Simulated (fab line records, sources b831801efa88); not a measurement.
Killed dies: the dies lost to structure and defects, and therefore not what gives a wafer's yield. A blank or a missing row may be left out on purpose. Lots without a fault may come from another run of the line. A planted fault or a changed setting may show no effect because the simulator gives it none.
fab line records + flow sky130
[record]
- lots = 14
- wafers = 42
- lastDay = 50
route steps=708 shown GATE_OXIDE@200 RES_PROTECT@215 LDD_HVN@271 LDD_HVP@287
lots untouched by any fault: they come from a run of this same line in which no faults occurred
startH: the number of hours between the record's first day and the start of the first shown wafer of the lot + waitH: hours since the lot's step before + " unchanged from the row above + L1.1+2: several wafers, shown together as one row + - either no value or no given start + * or withheld: withheld + < > ~ a bound
route shown NAME@n: a module of which the file shows steps, and the number in the route of the first + usual: mean/standard deviation taken from wafers without a fault + same: alike in all rows + chamber/n: place in a boat + sites: per-site readings + _std_site: the values' standard deviation + _edge_site: mean of outer sites minus mean of inner sites + radiusMm: how far each site lies from the wafer's centre + mask NAME#n: copy n + behind: the tool/chamber that last shaped the wafer + hold: cause of the lot's hold/its duration in hours/its outcome + device: names the non-switching transistor (n, p or np) + end of line: the same wafers' tests at the end of the route + step lacking rows: just its recipe + killed: the dies lost at the first sort to structure and to defects; this is not the yield of the wafer + map: a wafer's dies, marking killed ones x, the rest . and places with no die _
set.NAME: the setting the step ran with; set.NAME@STEP: the setting that earlier step ran with + model.NAME: the simulator's own value behind a step, which no gauge read
a sample of lots followed through the steps of the route, with each step as a table and each wafer as a row
services: the hour from which a tool's chamber was out of use, counted from the record's first day as startH (under 0 if before that day), plus the number of hours and why
[[steps]]
[step SKY_GATE_OXIDE_STRIP_13]
[recipe]
- chemistry = O2/N2
- powerW = 1400
- pressureMtorr = 1500
- platenTempC = withheld
- o2FlowSccm = 3000
- n2FlowSccm = 300
- overashFraction = 0.5
[usual]
- drypumpMotorCurrentA = 5.79/0.26
- oesProductAu = 0.715/0.0045
- stripTimeToEndpointS = 14.18/0.041
| lot.wafer | tool           | chamber | startH | waitH | drypumpMotorCurrentA | oesProductAu | rfHoursCounterH | stripTimeToEndpointS |
|-----------|----------------|---------|--------|-------|----------------------|--------------|-----------------|----------------------|
| L532.1    | plasmaAsher-04 | 1       | 324.82 | 0.0   | 5.93                 | 0.716        | 63              | 14.18                |
| L532.3    | "              | 0       | "      | "     | 5.55                 | 0.721        | -               | 14.16                |
| L532.4    | "              | 1       | "      | "     | 5.93                 | 0.708        | -               | 14.11                |
| L534.2    | plasmaAsher-03 | 0       | 342.79 | 0.0   | 6.09                 | 0.711        | 64              | 14.22                |
| L534.3    | "              | 1       | "      | "     | 5.71                 | 0.708        | -               | 14.21                |
| L534.4    | "              | 0       | "      | "     | 6.07                 | 0.714        | -               | 14.19                |
| L535.1    | plasmaAsher-02 | 1       | 348.42 | 0.0   | 5.48                 | 0.707        | 53              | 14.23                |
| L535.2    | "              | 0       | "      | "     | 6.13                 | 0.718        | 53              | 14.22                |
| L535.4    | "              | 1       | "      | "     | 5.47                 | 0.716        | -               | 14.19                |
| L538.2    | plasmaAsher-04 | 0       | 372.84 | 0.0   | 5.53                 | 0.721        | 68              | 14.23                |
| L538.5    | "              | 1       | "      | "     | 5.98                 | 0.722        | -               | 14.21                |
| L538.6    | "              | 0       | "      | "     | 5.52                 | 0.714        | -               | 14.25                |
| L539.3    | plasmaAsher-03 | 1       | 385.08 | 0.0   | 5.68                 | 0.712        | -               | 14.20                |
| L539.4    | "              | 0       | "      | "     | 6.08                 | 0.720        | -               | 14.22                |
| L539.6    | "              | 0       | "      | "     | 6.07                 | 0.719        | -               | 14.22                |
| L542.1    | plasmaAsher-04 | 0       | 405.27 | 0.0   | 5.47                 | 0.713        | 71              | 14.17                |
| L542.2    | "              | 1       | "      | "     | 5.97                 | 0.714        | 71              | 14.16                |
| L542.6    | "              | 0       | "      | "     | 5.50                 | 0.714        | -               | 14.17                |
| L544.4    | plasmaAsher-02 | 1       | 431.26 | 0.0   | 5.49                 | 0.711        | -               | 14.21                |
| L544.5    | "              | 0       | "      | "     | 6.11                 | 0.709        | -               | 14.17                |
| L544.6    | "              | 1       | "      | "     | 5.46                 | 0.719        | -               | 14.14                |
| L545.1    | plasmaAsher-03 | 0       | 446.90 | 0.0   | 6.09                 | 0.720        | 2               | 14.16                |
| L545.3    | "              | 0       | "      | "     | 6.07                 | 0.709        | -               | 14.13                |
| L545.6    | "              | 0       | "      | "     | 6.07                 | 0.715        | -               | 14.20                |
| L546.3    | plasmaAsher-04 | 1       | 447.20 | 0.0   | 5.93                 | 0.713        | -               | 14.27                |
| L546.4    | "              | 0       | "      | "     | 5.51                 | 0.715        | -               | 14.25                |
| L546.5    | "              | 0       | "      | "     | 5.51                 | 0.712        | -               | 14.22                |
| L549.1    | plasmaAsher-02 | 0       | 472.70 | 0.0   | 6.14                 | 0.718        | 64              | 14.09                |
| L549.3    | "              | 0       | "      | "     | 6.12                 | 0.712        | -               | 14.10                |
| L549.6    | "              | 0       | "      | "     | 6.12                 | 0.714        | -               | 14.15                |
| L550.2    | plasmaAsher-02 | 0       | 502.35 | 0.0   | 6.13                 | 0.725        | 67              | 14.10                |
| L550.3    | "              | 1       | "      | "     | 5.47                 | 0.712        | -               | 14.12                |
| L550.5    | "              | 1       | "      | "     | 5.51                 | 0.720        | -               | 14.09                |
| L553.2    | plasmaAsher-04 | 1       | 518.92 | 0.0   | 5.95                 | 0.721        | 81              | 14.12                |
| L553.3    | "              | 1       | "      | "     | 5.93                 | 0.708        | -               | 14.17                |
| L553.5    | "              | 1       | "      | "     | 5.95                 | 0.715        | -               | 14.16                |
| L551.2    | plasmaAsher-03 | 1       | 519.39 | 0.0   | 5.71                 | 0.719        | 9               | 14.13                |
| L551.4    | "              | 1       | "      | "     | 5.73                 | 0.713        | -               | 14.16                |
| L551.6    | "              | 1       | "      | "     | 5.73                 | 0.715        | -               | 14.17                |
| L552.1    | plasmaAsher-04 | 1       | 519.55 | 0.0   | 5.92                 | 0.725        | 81              | 14.20                |
| L552.2    | "              | 0       | "      | "     | 5.52                 | 0.718        | 81              | 14.18                |
| L552.6    | "              | 0       | "      | "     | 5.56                 | 0.711        | -               | 14.18                |
[step SKY_RES_PROTECT_TW_MEAS_08]
[usual]
- POLY_GATE_TW = 4089/41
| lot.wafer | tool         | chamber | startH | waitH | POLY_GATE_TW |
|-----------|--------------|---------|--------|-------|--------------|
| L532.1    | filmMetro-01 | -       | 355.56 | 0.1   | 4121         |
| L532.3    | "            | -       | "      | "     | 4116         |
| L532.4    | "            | -       | "      | "     | 4104         |
| L534.2    | filmMetro-02 | -       | 373.36 | 0.1   | 4061         |
| L534.3    | "            | -       | "      | "     | 4094         |
| L534.4    | "            | -       | "      | "     | 4090         |
| L535.1    | filmMetro-01 | -       | 379.80 | 0.1   | 4124         |
| L535.2    | "            | -       | "      | "     | 4134         |
| L535.4    | "            | -       | "      | "     | 4143         |
| L538.2    | filmMetro-02 | -       | 412.04 | 0.1   | 4105         |
| L538.5    | "            | -       | "      | "     | 4082         |
| L538.6    | "            | -       | "      | "     | 4081         |
| L539.3    | filmMetro-01 | -       | 417.45 | 0.1   | 4129         |
| L539.4    | "            | -       | "      | "     | 4144         |
| L539.6    | "            | -       | "      | "     | 4154         |
| L542.1    | filmMetro-03 | -       | 440.46 | 0.1   | 4029         |
| L542.2    | "            | -       | "      | "     | 4008         |
| L542.6    | "            | -       | "      | "     | 4028         |
| L544.4    | filmMetro-03 | -       | 464.58 | 0.1   | 4002         |
| L544.5    | "            | -       | "      | "     | 4011         |
| L544.6    | "            | -       | "      | "     | 4016         |
| L545.1    | filmMetro-02 | -       | 480.33 | 0.1   | 4077         |
| L545.3    | "            | -       | "      | "     | 4093         |
| L545.6    | "            | -       | "      | "     | 4088         |
| L546.3    | filmMetro-01 | -       | 482.05 | 0.1   | 4129         |
| L546.4    | "            | -       | "      | "     | 4136         |
| L546.5    | "            | -       | "      | "     | 4151         |
| L549.1    | filmMetro-03 | -       | 506.06 | 0.1   | 4000         |
| L549.3    | "            | -       | "      | "     | 4041         |
| L549.6    | "            | -       | "      | "     | 4027         |
| L550.2    | filmMetro-02 | -       | 535.62 | 0.1   | 4091         |
| L550.3    | "            | -       | "      | "     | 4079         |
| L550.5    | "            | -       | "      | "     | 4062         |
| L553.2    | filmMetro-01 | -       | 552.19 | 0.1   | 4113         |
| L553.3    | "            | -       | "      | "     | 4108         |
| L553.5    | "            | -       | "      | "     | 4115         |
| L551.2    | filmMetro-01 | -       | 552.49 | 0.1   | 4126         |
| L551.4    | "            | -       | "      | "     | 4130         |
| L551.6    | "            | -       | "      | "     | 4116         |
| L552.1    | filmMetro-02 | -       | 553.21 | 0.1   | 4085         |
| L552.2    | "            | -       | "      | "     | 4090         |
| L552.6    | "            | -       | "      | "     | 4086         |
[step SKY_LDD_HVN_EXPOSE_04]
[recipe]
- maskId = HVNTM
- na = 0.6
- sourceShape = conventional
- sigmaOuter = 0.6
- polarization = unpolarized
- targetCdNm = 700
- doseMj = 127
[usual]
- exposureDoseMJCm2 = 126.97/0.14
- focusOffsetNm = 0.0/0.53
- reticleTempC = 23.00/0.1
- stageVelMmS = 499.96/0.26
| lot.wafer | tool            | chamber | startH | waitH | mask    | exposureDoseMJCm2 | focusOffsetNm | reticleTempC | stageVelMmS |
|-----------|-----------------|---------|--------|-------|---------|-------------------|---------------|--------------|-------------|
| L532.1    | ilineStepper-01 | 0       | 466.66 | -     | HVNTM#0 | 126.99            | -0.3          | 23.00        | 499.89      |
| L532.3    | "               | 0       | "      | "     | HVNTM#0 | 127.14            | -0.3          | 23.03        | 499.76      |
| L532.4    | "               | 0       | "      | "     | HVNTM#0 | 126.99            | 0.1           | 23.07        | 499.30      |
| L534.2    | ilineStepper-02 | 0       | 482.75 | -     | HVNTM#0 | 127.15            | 1.4           | 23.03        | 499.63      |
| L534.3    | "               | 0       | "      | "     | HVNTM#0 | 127.15            | 1.1           | 22.92        | 499.74      |
| L534.4    | "               | 0       | "      | "     | HVNTM#0 | 127.04            | 1.1           | 22.97        | 499.57      |
| L535.1    | ilineStepper-02 | 0       | 493.73 | -     | HVNTM#0 | 126.77            | -0.7          | 23.01        | 499.91      |
| L535.2    | "               | 0       | "      | "     | HVNTM#0 | 126.99            | -0.4          | 23.01        | 499.82      |
| L535.4    | "               | 0       | "      | "     | HVNTM#0 | 126.90            | -0.4          | 23.07        | 499.69      |
| L538.2    | ilineStepper-01 | 0       | 525.56 | -     | HVNTM#0 | 126.97            | 0.1           | 23.04        | 500.09      |
| L538.5    | "               | 0       | "      | "     | HVNTM#0 | 126.98            | 0.8           | 23.04        | 499.59      |
| L538.6    | "               | 0       | "      | "     | HVNTM#0 | 126.87            | 0.0           | 22.80        | 499.85      |
| L539.3    | ilineStepper-02 | 0       | 530.42 | -     | HVNTM#0 | 126.94            | 0.7           | 23.05        | 499.51      |
| L539.4    | "               | 0       | "      | "     | HVNTM#0 | 126.85            | 0.0           | 23.08        | 499.82      |
| L539.6    | "               | 0       | "      | "     | HVNTM#0 | 126.87            | 0.4           | 22.93        | 499.80      |
| L542.1    | ilineStepper-02 | 0       | 552.45 | -     | HVNTM#0 | 127.19            | -0.4          | 22.97        | 500.41      |
| L542.2    | "               | 0       | "      | "     | HVNTM#0 | 127.21            | -0.4          | 22.81        | 500.10      |
| L542.6    | "               | 0       | "      | "     | HVNTM#0 | 127.04            | -0.6          | 23.00        | 500.19      |
| L544.4    | ilineStepper-02 | -       | 576.54 | -     | HVNTM#0 | -                 | -             | -            | -           |
| L544.5    | "               | -       | "      | "     | HVNTM#0 | -                 | -             | -            | -           |
| L544.6    | "               | -       | "      | "     | HVNTM#0 | -                 | -             | -            | -           |
| L545.1    | ilineStepper-02 | -       | 591.45 | -     | HVNTM#0 | -                 | -             | -            | -           |
| L545.3    | "               | -       | "      | "     | HVNTM#0 | -                 | -             | -            | -           |
| L545.6    | "               | -       | "      | "     | HVNTM#0 | -                 | -             | -            | -           |
| L546.3    | ilineStepper-01 | 0       | 592.73 | -     | HVNTM#0 | 127.00            | 0.4           | 23.31        | 499.94      |
| L546.4    | "               | 0       | "      | "     | HVNTM#0 | 126.76            | 0.5           | 23.06        | 500.06      |
| L546.5    | "               | 0       | "      | "     | HVNTM#0 | 126.82            | 0.2           | 23.31        | 499.96      |
| L549.1    | ilineStepper-01 | 0       | 614.78 | -     | HVNTM#0 | 126.93            | -0.6          | 22.92        | 500.21      |
| L549.3    | "               | 0       | "      | "     | HVNTM#0 | 126.84            | -0.1          | 23.00        | 499.73      |
| L549.6    | "               | 0       | "      | "     | HVNTM#0 | 127.10            | -0.2          | 23.10        | 499.94      |
| L550.2    | ilineStepper-02 | 0       | 643.36 | -     | HVNTM#0 | 127.10            | -0.9          | 23.11        | 500.10      |
| L550.3    | "               | 0       | "      | "     | HVNTM#0 | 126.97            | -0.4          | 23.01        | 499.74      |
| L550.5    | "               | 0       | "      | "     | HVNTM#0 | 126.91            | 0.2           | 23.08        | 499.88      |
| L553.2    | ilineStepper-02 | 0       | 659.37 | -     | HVNTM#0 | 126.71            | 0.2           | 23.03        | 499.99      |
| L553.3    | "               | 0       | "      | "     | HVNTM#0 | 126.53            | 0.6           | 23.07        | 499.97      |
| L553.5    | "               | 0       | "      | "     | HVNTM#0 | 126.67            | 1.0           | 22.90        | 500.08      |
| L552.1    | ilineStepper-01 | 0       | 660.84 | -     | HVNTM#0 | 127.14            | -0.3          | 22.84        | 500.11      |
| L552.2    | "               | 0       | "      | "     | HVNTM#0 | 126.94            | 0.0           | 23.07        | 500.14      |
| L552.6    | "               | 0       | "      | "     | HVNTM#0 | 127.34            | -0.1          | 23.02        | 500.13      |
| L551.2    | ilineStepper-02 | 0       | 661.57 | -     | HVNTM#0 | 126.89            | -0.4          | 22.93        | 499.53      |
| L551.4    | "               | 0       | "      | "     | HVNTM#0 | 126.88            | -0.7          | 23.09        | 499.79      |
| L551.6    | "               | 0       | "      | "     | HVNTM#0 | 126.91            | 0.0           | 22.85        | 499.86      |
[step SKY_LDD_HVP_STRIP_09]
[recipe]
- chemistry = O2/N2
- powerW = 1400
- pressureMtorr = 1500
- platenTempC = withheld
- o2FlowSccm = 3000
- n2FlowSccm = 300
- overashFraction = 0.5
[usual]
- drypumpMotorCurrentA = 5.66/0.29
- oesProductAu = 0.408/0.0045
- stripTimeToEndpointS = 4.129/0.016
| lot.wafer | tool           | chamber | startH | waitH | drypumpMotorCurrentA | oesProductAu | rfHoursCounterH | stripTimeToEndpointS |
|-----------|----------------|---------|--------|-------|----------------------|--------------|-----------------|----------------------|
| L532.1    | plasmaAsher-02 | 0       | 513.49 | 0.1   | 6.12                 | 0.407        | 68              | 4.138                |
| L532.3    | "              | 1       | "      | "     | 5.46                 | 0.407        | -               | 4.141                |
| L532.4    | "              | 0       | "      | "     | 6.12                 | 0.406        | -               | 4.132                |
| L534.2    | plasmaAsher-02 | 0       | 528.59 | 0.1   | 6.12                 | 0.409        | 70              | 4.117                |
| L534.3    | "              | 0       | "      | "     | 6.11                 | 0.413        | -               | 4.107                |
| L534.4    | "              | 1       | "      | "     | 5.49                 | 0.407        | -               | 4.140                |
| L535.1    | plasmaAsher-04 | 1       | 539.74 | 0.1   | 5.95                 | 0.403        | 83              | 4.132                |
| L535.2    | "              | 0       | "      | "     | 5.52                 | 0.404        | 83              | 4.131                |
| L535.4    | "              | 1       | "      | "     | 5.94                 | 0.419        | -               | 4.095                |
| L538.2    | plasmaAsher-02 | 0       | 570.80 | 0.1   | 6.14                 | 0.405        | 74              | 4.118                |
| L538.5    | "              | 0       | "      | "     | 6.14                 | 0.406        | -               | 4.108                |
| L538.6    | "              | 1       | "      | "     | 5.47                 | 0.406        | -               | 4.134                |
| L539.3    | plasmaAsher-01 | 0       | 574.78 | 0.1   | 5.79                 | 0.405        | -               | 4.169                |
| L539.4    | "              | 1       | "      | "     | 5.30                 | 0.412        | -               | 4.157                |
| L539.6    | "              | 0       | "      | "     | 5.76                 | 0.412        | -               | 4.153                |
| L542.1    | plasmaAsher-01 | 1       | 597.59 | 0.1   | 5.31                 | 0.406        | 49              | 4.132                |
| L542.2    | "              | 0       | "      | "     | 5.77                 | 0.405        | 49              | 4.122                |
| L542.6    | "              | 0       | "      | "     | 5.79                 | 0.407        | -               | 4.135                |
| L544.4    | plasmaAsher-01 | 0       | 620.02 | 0.1   | 5.77                 | 0.409        | -               | 4.138                |
| L544.5    | "              | 0       | "      | "     | 5.75                 | 0.406        | -               | 4.137                |
| L544.6    | "              | 1       | "      | "     | 5.35                 | 0.406        | -               | 4.169                |
| L545.1    | plasmaAsher-02 | 1       | 636.05 | 0.1   | 5.50                 | 0.399        | 80              | 4.158                |
| L545.3    | "              | 0       | "      | "     | 6.10                 | 0.411        | -               | 4.142                |
| L545.6    | "              | 0       | "      | "     | 6.12                 | 0.407        | -               | 4.141                |
| L546.3    | plasmaAsher-04 | 0       | 637.07 | 0.1   | 5.56                 | 0.400        | -               | 4.131                |
| L546.4    | "              | 1       | "      | "     | 5.93                 | 0.408        | -               | 4.160                |
| L546.5    | "              | 1       | "      | "     | 5.95                 | 0.413        | -               | 4.117                |
| L549.1    | plasmaAsher-04 | 1       | 657.84 | 0.1   | 5.96                 | 0.409        | 95              | 4.139                |
| L549.3    | "              | 1       | "      | "     | 5.96                 | 0.404        | -               | 4.124                |
| L549.6    | "              | 1       | "      | "     | 5.95                 | 0.412        | -               | 4.135                |
| L550.2    | plasmaAsher-04 | 1       | 685.39 | 0.1   | 5.95                 | 0.409        | 98              | 4.101                |
| L550.3    | "              | 1       | "      | "     | 5.94                 | 0.404        | -               | 4.116                |
| L550.5    | "              | 0       | "      | "     | 5.48                 | 0.418        | -               | 4.110                |
| L553.2    | plasmaAsher-01 | 1       | 701.54 | 0.1   | 5.30                 | 0.404        | 60              | 4.128                |
| L553.3    | "              | 0       | "      | "     | 5.77                 | 0.412        | -               | 4.121                |
| L553.5    | "              | 1       | "      | "     | 5.27                 | 0.406        | -               | 4.096                |
| L552.1    | plasmaAsher-01 | 0       | 703.59 | 0.1   | 5.78                 | 0.407        | 60              | 4.128                |
| L552.2    | "              | 1       | "      | "     | 5.31                 | 0.408        | 60              | 4.124                |
| L552.6    | "              | 0       | "      | "     | 5.77                 | 0.399        | -               | 4.129                |
| L551.2    | plasmaAsher-01 | 1       | 704.29 | 0.1   | 5.27                 | 0.410        | 60              | 4.138                |
| L551.4    | "              | 1       | "      | "     | 5.33                 | 0.413        | -               | 4.135                |
| L551.6    | "              | 0       | "      | "     | 5.78                 | 0.407        | -               | 4.126                |
[[services]]
| tool            | chamber | startH | hours | kind                   |
|-----------------|---------|--------|-------|------------------------|
| plasmaAsher-04  | -       | 303.58 | 0.5   | repair                 |
| ilineStepper-01 | -       | 312.39 | 5.2   | repair                 |
| ilineStepper-01 | -       | 342.25 | 1.7   | pm                     |
| plasmaAsher-03  | -       | 344.54 | 0.8   | repair                 |
| ilineStepper-02 | -       | 346.76 | 4.2   | repair                 |
| ilineStepper-01 | -       | 351.69 | 2.6   | repair                 |
| ilineStepper-02 | -       | 354.29 | 2.1   | pm                     |
| ilineStepper-02 | -       | 356.32 | 4.3   | repair                 |
| ilineStepper-02 | -       | 356.38 | -     | consumableReplace:lamp |
| ilineStepper-01 | -       | 357.67 | 0.7   | repair                 |
| plasmaAsher-04  | -       | 411.43 | 14.6  | pm                     |
| plasmaAsher-03  | -       | 421.25 | 9.0   | pm                     |
| plasmaAsher-03  | 0       | 421.25 | 9.0   | ventCycle              |
| plasmaAsher-03  | 1       | 421.25 | 9.0   | ventCycle              |
| plasmaAsher-02  | -       | 441.23 | 12.9  | repair                 |
| ilineStepper-02 | -       | 457.86 | 1.7   | pm                     |
| plasmaAsher-02  | -       | 492.32 | 2.8   | pm                     |
| plasmaAsher-01  | -       | 524.41 | 2.6   | repair                 |
| ilineStepper-01 | -       | 560.52 | 1.7   | pm                     |
| plasmaAsher-01  | -       | 640.54 | 2.8   | pm                     |
| plasmaAsher-02  | -       | 646.47 | 9.9   | repair                 |
| plasmaAsher-02  | -       | 661.93 | 15.6  | pm                     |
| ilineStepper-02 | -       | 676.04 | 1.7   | pm                     |
| ilineStepper-01 | -       | 677.04 | 25.5  | repair                 |
[[key]]
[firstSign]
- step = SKY_LDD_HVN_EXPOSE_04
- reading = toolRecord
- direction = missing
effect none on later readings
metAt SKY_LDD_HVN_EXPOSE_04
struckLots L544,L545
sortLeftOut L544.4,L544.5,L544.6,L545.1,L545.3,L545.6
testerLeftOut L544,L545
notActingAt SKY_GATE_OXIDE_STRIP_13,SKY_RES_PROTECT_TW_MEAS_08,SKY_LDD_HVP_STRIP_09
onsetBetween 552.45 576.54
[fault]
- kind = skippedStepWhole
- tool = ilineStepper-02
- chamber = -
- onsetH = 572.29
- steps = SKY_LDD_HVN_EXPOSE_04
- scope = struckLotsOnly
// testerLeftOut: of these lots the tester's yield and bins aren't shown, on N5 and GAA mostly nor the transistor test; their killed dies are dies lost to structure and defects alone, not to doping, threshold or leakage, so they don't give the yield
// sortLeftOut: the simulated sort isn't trusted on such a fault, so these wafers' sort isn't shown, and their yield isn't known
